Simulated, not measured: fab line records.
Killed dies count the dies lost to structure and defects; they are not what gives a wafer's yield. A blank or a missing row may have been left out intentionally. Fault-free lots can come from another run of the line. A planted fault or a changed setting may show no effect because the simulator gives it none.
Matching of chambers	flow sky130	SKY_FIELD_ISO_CMP_27 on cmp-02 has 4 sister chambers
The step polishes, stops on Si3N4, t overpolish 16 s, target thk 457.8 nm. 16 wafers are shown with their chamber, then 8 later ones without.

== WAFERS PAIRED WITH THEIR CHAMBERS ==
wafer	chamber	motor-current-A (A)	time-to-endpoint-s (s)	overpolish-run-s (s)
L115.1	0	11.7	112	15.997
L115.2	3	12.8	110	16.012
L115.6	1	11.8	113	16.001
L116.1	0	12.5	118	15.996
L116.4	3	12.9	114	15.991
L116.5	3	13.0	110	16.012
L117.1	2	12.4	112	16.014
L117.3	1	12.0	120	16.000
L117.5	3	13.4	113	16.008
L119.1	1	11.7	115	15.991
L119.2	3	12.6	113	16.019
L119.3	0	12.2	116	16.001
L121.1	0	12.1	117	16.009
L121.2	3	12.7	110	16.014
L121.6	1	12.5	116	16.010
L126.2	3	13.5	110	15.999

SIGNATURES, as means of the wafers listed above
reading	chamber 0	chamber 1	chamber 2	chamber 3	scatter within a chamber
motor-current-A	12.125	12.000	12.400	12.986	0.344
time-to-endpoint-s	115.75	116.00	112.00	111.43	2.35
overpolish-run-s	16.00075	16.00050	16.01400	16.00786	0.00839
Rule: a wafer's distance from a chamber is the root of the sum, over the readings, of the square of ((its reading less the chamber's mean) divided by the reading's scatter). The wafer belongs to the nearest chamber; if the next one is less than 2 further off, it can't be placed. The scatter: take each reading less its chamber's mean, square it, sum over the shown wafers, divide by the number of wafers less the number of chambers, and take the root.

== WAFERS WITHOUT THEIR CHAMBER ==
wafer	motor-current-A (A)	time-to-endpoint-s (s)	overpolish-run-s (s)
L126.3	12.7	110	15.985
L126.4	12.4	115	15.996
L131.1	12.4	118	15.996
L131.4	12.2	115	16.013
L131.6	12.8	116	15.986
L133.1	13.2	113	16.005
L133.2	11.9	120	16.014
L133.4	12.1	110	15.995

== THE CHAMBER EACH PASSED THROUGH ==
wafer	from the rows above	in truth
L126.3	can't be placed: 3 or 0 or 2 or 1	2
L126.4	can't be placed: 0 or 1 or 2 or 3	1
L131.1	can't be placed: 0 or 1 or 2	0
L131.4	can't be placed: 2 or 0 or 1 or 3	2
L131.6	can't be placed: 0 or 1 or 3 or 2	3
L133.1	can't be placed: 3 or 2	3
L133.2	can't be placed: 1 or 0 or 2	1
L133.4	can't be placed: 0 or 2 or 1 or 3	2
Correct placement for 0 of the 8. From these rows, 8 cannot be placed; in 8 the true chamber is one of the candidates. Placed wrongly: 0.
